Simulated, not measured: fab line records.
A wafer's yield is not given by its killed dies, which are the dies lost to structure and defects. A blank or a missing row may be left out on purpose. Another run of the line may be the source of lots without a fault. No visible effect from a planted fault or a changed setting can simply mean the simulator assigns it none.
A struck lot beside a sound one    flow gf180mcu    18 out of 602 route steps
Sound: these wafers, L350.3, L350.4, L350.6. Struck: wafers L344.1, L344.4, L344.5. At the end, the cause is stated.
Order at every step that has rows: each side's tool, ch and its chambers, its first start. Under that, the readings that differ: sound wafers    struck wafers    difference of the means    sigmas: that difference in standard deviations of wafers without a fault.
alike: same words and numbers on both sides, and readings whose means sit less than 2 such deviations apart. not compared: any withheld reading, any reading some wafer has no value for, any bound like >300 that may hide the same value, and any number with overlapping values for which the record gives no deviation.
Wherever a step has rows on one side only, a row that says differs or no value, or a row with sigmas, the two part there. Numbers that have no deviation but don't overlap get no sigmas and don't part them. A reading that every wafer of one side lacks parts them only if that side has two wafers or more.

first, 7 steps without rows for these wafers: GF_VT_IMPLANT_DEHYDRATE_33 (time 60 s); GF_VT_IMPLANT_HMDS_34 (prime time 60 s); GF_VT_IMPLANT_COAT_35 (resist thk 1000 nm); GF_VT_IMPLANT_SOFTBAKE_36 (time 60 s); GF_VT_IMPLANT_EXPOSE_37 (exposes mask Nwell HV AREA, target cd 860 nm); GF_VT_IMPLANT_PEB_38; GF_VT_IMPLANT_DEVELOP_39 (develop time 60 s).
GF_VT_IMPLANT_OVL_MEAS_40:
  sound: overlay-01 at day 9 16:36; struck: overlay-02 at day 8 00:53
  alike: VT_IMPLANT_03_OVL
next, for these wafers, 1 step has no rows: GF_VT_IMPLANT_IMPLANT_41.
GF_VT_IMPLANT_STRIP_42: strips in O2/N2.
  sound on plasma-asher-01 ch 0,1, day 9 16:49; struck on plasma-asher-04 ch 0,1, day 8 01:05
  alike: drypump-motor-current-A, heater-power-w, oes-product-au, strip-time-to-endpoint-s
  not compared: rf-hours-counter-h
GF_VT_IMPLANT_TW_MEAS_43:
  sound: film-metro-01 at day 9 16:54; struck: film-metro-03 at day 8 01:11
reading          sound        struck       difference  sigmas
VT_IMPLANT_4_TW  699 701 701  687 690 691  -11         -2
then, 1 step without rows for these wafers: GF_VT_IMPLANT_CLEAN_44 (cleans in SC1/SC2, time 150 s).
GF_VT_IMPLANT_RTA_45: time 30 s.
  sound on rtp-anneal-02 ch 0, day 9 17:01; struck on rtp-anneal-01, day 8 01:17
  no value came back on the struck wafers for anneal-temp-c-max, chamber-o2-ppm, lamp-power-pct (%), wafer_temp_C_max; on the sound wafers anneal-temp-c-max reads 1055.2 1056.1 1053.3
GF_VT_IMPLANT_RS_MEAS_46: a four-point-probe measurement.
  sound: film-metro-04 at day 9 17:08; struck: film-metro-01 at day 8 01:23
reading           sound              struck             difference  sigmas
MVSD_RS (ohm/sq)  458.5 458.1 457.9  133.1 132.8 132.9  -325.2      -99 or more
GF_VT_IMPLANT_RS_MEAS_47: a four-point-probe measurement.
  sound: film-metro-04 at day 9 17:15; struck: film-metro-01 at day 8 01:31
reading            sound              struck             difference  sigmas
NWELL_RS (ohm/sq)  487.0 486.4 486.0  132.6 132.9 132.9  -353.7      -99 or more
GF_VT_IMPLANT_RS_MEAS_48: a four-point-probe measurement.
  sound: film-metro-04 at day 9 17:22; struck: film-metro-01 at day 8 01:38
reading              sound           struck       difference  sigmas
LVPWELL_RS (ohm/sq)  1196 1198 1197  133 133 133  -1064       -99 or more
GF_VT_IMPLANT_RS_MEAS_49: a four-point-probe measurement.
  sound: film-metro-04 at day 9 17:29; struck: film-metro-01 at day 8 01:45
reading            sound                 struck             difference  sigmas
MVPSD_RS (ohm/sq)  1170.0 1167.2 1168.7  132.8 133.0 132.9  -1035.7     -99 or more
then, 1 step without rows for these wafers: GF_VT_IMPLANT_WET_ETCH_50 (etches SiO2 in dHF, target depth 20 nm, time 400 s).

WHERE THEY PART
First at GF_VT_IMPLANT_TW_MEAS_43; last, within this record, at GF_VT_IMPLANT_RS_MEAS_49.

WHY: what had been put in by the simulator
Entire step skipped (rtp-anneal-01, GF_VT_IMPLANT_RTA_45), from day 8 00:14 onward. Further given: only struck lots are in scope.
